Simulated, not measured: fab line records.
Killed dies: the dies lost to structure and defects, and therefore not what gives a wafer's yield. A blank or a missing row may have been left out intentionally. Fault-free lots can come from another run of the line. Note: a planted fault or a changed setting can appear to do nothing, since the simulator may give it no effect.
Struck lot and sound lot, side by side ; flow sky130 ; 14 steps out of a route of 708
Sound: wafers L624.2, L624.4, L624.6. Struck: wafers L615.1, L615.3, L615.4. The cause is named last.
Order at every step that has rows: each side's tool, ch and its chambers, its first start. Under that, the readings that differ: sound wafers ; struck wafers ; difference of the means ; sigmas: that difference in standard deviations of wafers without a fault.
alike: a reading whose means differ by less than 2 such deviations, as well as words and numbers matching on both sides. not compared: withheld readings; readings where some wafer has no value; bounds like >300 that might hide an equal value; numbers whose values overlap and for which the record gives no deviation.
A row with sigmas, a row that says differs or no value, or rows on one side alone: a step with any of these is where the two part. Numbers that don't overlap but have no deviation are shown without sigmas and don't part them. Lack of a reading on every wafer of one side parts them only where that side has two or more wafers.

first, 5 steps without rows for these wafers: SKY_POLY_GATE_COAT_08 (resist thk 450 nm); SKY_POLY_GATE_SOFTBAKE_09 (time 90 s); SKY_POLY_GATE_EXPOSE_10 (exposes mask P1M, target cd 150 nm); SKY_POLY_GATE_PEB_11; SKY_POLY_GATE_DEVELOP_12 (develop time 60 s).
SKY_POLY_GATE_CD_MEAS_13: target cd 150 nm.
  sound on cd-sem-01 at day 23 17:27; struck on cd-sem-01 at day 21 00:23
  alike: cd-nm
SKY_POLY_GATE_OVL_MEAS_14:
  sound on overlay-01 at day 23 17:34; struck on overlay-01 at day 21 00:30
  alike: POLY_GATE_OVL
SKY_POLY_GATE_ETCH_15: etches BARC in N2/H2, stops on SiO2, time 118.5 s, target depth 110 nm.
  sound on rie-diel-01 ch 0,2, day 23 17:35; struck on rie-diel-01 ch 0,1,3, day 21 00:32
  alike: drypump-motor-current-A, oes-product-au, throttle-valve-pct
  not compared: rf-hours-counter-h
SKY_POLY_GATE_ETCH_16: etches Si3N4 in CH3F/O2, stops on poly-Si, time 147.5 s, target depth 75 nm.
  sound on rie-diel-01 ch 0,2, day 23 17:40; struck on rie-diel-01 ch 0,1,3, day 21 00:37
  alike: O2_flow_sccm, drypump-motor-current-A, oes-product-au, throttle-valve-pct
  not compared: rf-hours-counter-h
SKY_POLY_GATE_ETCH_17: etches poly-Si in HBr/Cl2, stops on SiO2, target depth 180 nm, time 70.5 s.
  sound on rie-si-01 ch 0,1,3, day 23 17:46; struck on rie-si-01 ch 0,2,3, day 21 00:43
  alike: HBr_flow_sccm, drypump-motor-current-A, oes-product-au, throttle-valve-pct
  not compared: rf-hours-counter-h
SKY_POLY_GATE_STRIP_18: strips in O2/N2.
  sound on plasma-asher-04 ch 1, day 23 17:50; struck on plasma-asher-01 ch 0,1, day 21 00:46
  alike: drypump-motor-current-A, oes-product-au, strip-time-to-endpoint-s
  not compared: rf-hours-counter-h
then, 1 step without rows for these wafers: SKY_POLY_GATE_CLEAN_19 (cleans in SC1/SC2, time 150 s).
SKY_POLY_GATE_OXIDATION_20: stabilise 600 s, purge 300 s, target thk 4 nm.
  sound on furnace-01 ch 0, day 23 19:16; struck on furnace-01, day 21 03:57
  no value came back on the struck wafers for ox-temp-c (C), ox-temp-c-max, spike-tc-centre-C (C), zone-power-lower-pct (%); on the sound wafers ox-temp-c (C) reads 849.8 849.2 849.9
SKY_POLY_GATE_CD_MEAS_22:
  sound on cd-sem-01 at day 23 20:37; struck on cd-sem-02 at day 21 05:16
  alike: cd-nm

WHERE THEY PART
SKY_POLY_GATE_OXIDATION_20 only, going by this record. Later steps at which nothing parts them and some readings are alike: SKY_POLY_GATE_CD_MEAS_22.

WHY: what had been put in by the simulator
Entire step skipped (furnace-01, SKY_POLY_GATE_OXIDATION_20), from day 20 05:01 onward. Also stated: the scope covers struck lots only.
